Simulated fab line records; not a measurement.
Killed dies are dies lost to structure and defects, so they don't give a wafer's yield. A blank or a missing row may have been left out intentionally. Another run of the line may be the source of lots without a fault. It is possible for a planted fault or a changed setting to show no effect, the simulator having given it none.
The same fault as seen by 2 desks ; flow gf180mcu ; every desk sees just its own numbers, and what lay behind them comes last

THE TOOL OWNER'S DESK: pvdSputter-01
The tool's own readings at GF_SALICIDE_SPUTTER_02 (material Co, target thk 10 nm, time 20 s): means of the sampled wafers that have a number, for each lot that ran on this tool. The brackets show how far a lot's mean lies from the usual mean; more than 4 standard deviations puts the lot out of limits, marked OUT.
Columns: A = cathodeDcPowerW at GF_SALICIDE_SPUTTER_02, usual 1000.0 W; B = throttleValvePct at GF_SALICIDE_SPUTTER_02, usual 29.8 %
lot;first seen here;A;B
L535;day 15 01:11;1000.0;28.2
L540;day 17 03:18;1000.0;28.7
L541;day 17 08:42;1000.0;28.1
L547;day 19 22:28;1000.0;28.8
L548;day 20 01:23;1000.2;28.6
L549;day 20 06:20;1000.1;28.9
This desk's verdict: no lot among the 6 shows anything out of limits.

AT THE METROLOGY DESK
Lot by lot, what the gauges showed, no matter which tool ran the lot: averages of those sampled wafers that carry a number. The brackets show how far a lot's mean lies from the usual mean; more than 4 standard deviations puts the lot out of limits, marked OUT.
Columns: A = SALICIDE_TIN_RS at GF_SALICIDE_RS_MEAS_04, usual 16.28 ohm/sq
lot;first seen here;A
L535;day 15 01:18;16.75
L536;day 15 08:47;15.91
L537;day 15 21:55;16.44
L538;day 16 11:06;16.17
L540;day 17 03:22;16.33
L541;day 17 08:46;16.06
L544;day 18 13:43;16.43
L547;day 19 22:32;16.25
L548;day 20 01:26;24.84 (+30) OUT
L549;day 20 06:23;21.51 (+18) OUT
L557;day 23 00:34;16.26
L558;day 23 05:05;16.09
This desk's finding: out of limits on L548, L549; first on L548, day 20 01:26 (SALICIDE_TIN_RS at GF_SALICIDE_RS_MEAS_04). L535, L536, L537, L538, L540, L541, L544, L547, L557, L558 stayed within limits.

PUT TOGETHER
The metrology desk could have raised an alarm at day 20 01:26, on L548, L549.
The desk of the tool owner found nothing out of limits.
On record at the tool owner's desk: L548, L549, within its limits.
Of the lots named, all ran GF_SALICIDE_SPUTTER_02 on pvdSputter-01.

WHAT THE SIMULATOR HAD INSERTED
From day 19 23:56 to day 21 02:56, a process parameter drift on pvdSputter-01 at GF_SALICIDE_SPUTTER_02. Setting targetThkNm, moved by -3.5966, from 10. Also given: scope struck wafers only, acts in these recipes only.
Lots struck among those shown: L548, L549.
Delay in hours, fault start to first out-of-limits reading, per desk: metrology desk 2.
